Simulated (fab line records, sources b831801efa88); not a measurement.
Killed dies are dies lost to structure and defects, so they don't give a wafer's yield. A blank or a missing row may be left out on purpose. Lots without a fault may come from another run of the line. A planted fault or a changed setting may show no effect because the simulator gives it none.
Problem report in the 8D (eight disciplines) form, filled by code | flow gf180mcu | the parts of the form that need people (team, actions taken, sign-off) are left out

1. THE PROBLEM
overpolish_run_s at GF_V3_CMP_26 reads a mean of 0.041 s on 3 wafers of 3 lots; wafers without a fault read 14.999 s with a standard deviation of 0.0087. That is -99 or more standard deviations from the usual mean.
The step: polishes, stops on SiO2, t overpolish 15 s, target thk 0 nm.
First seen on wafer L409.1, day 24 10:24, on cmp-02. The record holds 37 wafers of 14 lots with a number at this step. Rule for "out", or "out of limits": more than 4 standard deviations from the usual mean. The other wafers with a number count as sound.

2. WHAT IT IS AND WHAT IT IS NOT
question                    | is                                   | is not
which readings at this step | overpolish_run_s, time_to_endpoint_s | motor_current_A, platen_rpm
which lots                  | L409, L410, L412                     | L403, L405, L406, L407, L411, L420, L421, L422, L424, L425, L426
which wafers of those lots  | L409.1, L410.1, L412.1               | L409.3, L410.5, L412.3, L412.6
read on which tools         | cmp-02                               | cmp-01
when                        | from day 24 10:24                    | up to then (12 sound wafers); but 22 sound wafers of L410, L411, L412, L420, L421, L422, L424, L425, L426 came after

3. SUSPECTS, AND WHAT RULES EACH OUT
Counting: a tool at a process step up to the reading stays a suspect if it ran every lot that is out. Sound lots after the first of them don't rule it out here, since some wafers of a struck lot are sound.
- cmp-02 at GF_V3_CMP_26 (polishes, stops on SiO2, t overpolish 15 s, target thk 0 nm): kept. It ran every lot that is out, first L409 (day 24 10:24); its last sound lot up to then is L407 (day 23 11:58). Its own readings are out on those wafers: overpolish_run_s, time_to_endpoint_s.
Left after counting: cmp-02 at GF_V3_CMP_26.

4. THE CAUSE (what the simulator had put in)
Process parameter drift: cmp-02, from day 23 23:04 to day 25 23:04, at GF_V3_CMP_26. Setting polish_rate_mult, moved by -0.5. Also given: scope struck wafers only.
Counting left only this tool.

5. THE CHAIN OF EFFECTS, in route order
Each row: a reading whose mean over the struck wafers that have a number lies more than 3 standard deviations from the usual. Only readings for which the record gives a usual standard deviation are gone through. hours: the time from each lot's start at the first step in this table that gives one to its start at this step, as a median over the lots. sigmas: the change in usual standard deviations.
hours | step                    | reading              | usual    | on struck wafers | change  | sigmas
0     | GF_V3_CMP_26            | overpolish_run_s     | 14.999 s | 0.041            | -14.958 | -99 or more
0     | GF_V3_CMP_26            | time_to_endpoint_s   | 85 s     | 129              | +44     | +8.4
145   | GF_PASSIVATION_PROBE_99 | defect_limited_yield | 90.5 %   | 0.0              | -90.5   | -65
145   | GF_PASSIVATION_PROBE_99 | killed_at_M0_to_M3   | 20       | 464              | +444    | +99
145   | GF_PASSIVATION_PROBE_99 | killed_dies          | 47       | 492              | +445    | +64
145   | GF_PASSIVATION_PROBE_99 | killed_on_rim        | 9        | 96               | +87     | +27
145   | GF_PASSIVATION_PROBE_99 | sort_bin_3_pad_short | 0.5 %    | 91.5             | +91.0   | +99 or more
145   | GF_PASSIVATION_PROBE_99 | sort_n_pass          | 445      | 0                | -445    | -64
145   | GF_PASSIVATION_PROBE_99 | sort_yield_pct       | 90.5 %   | 0.0              | -90.5   | -65
The process steps in it:
- GF_V3_CMP_26: polishes, stops on SiO2, t overpolish 15 s, target thk 0 nm.
- GF_PASSIVATION_PROBE_99

6. WHAT WOULD HAVE CAUGHT IT SOONER
In this record the first reading out of limits was taken at day 24 10:24, 11 hours after the fault began at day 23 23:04.
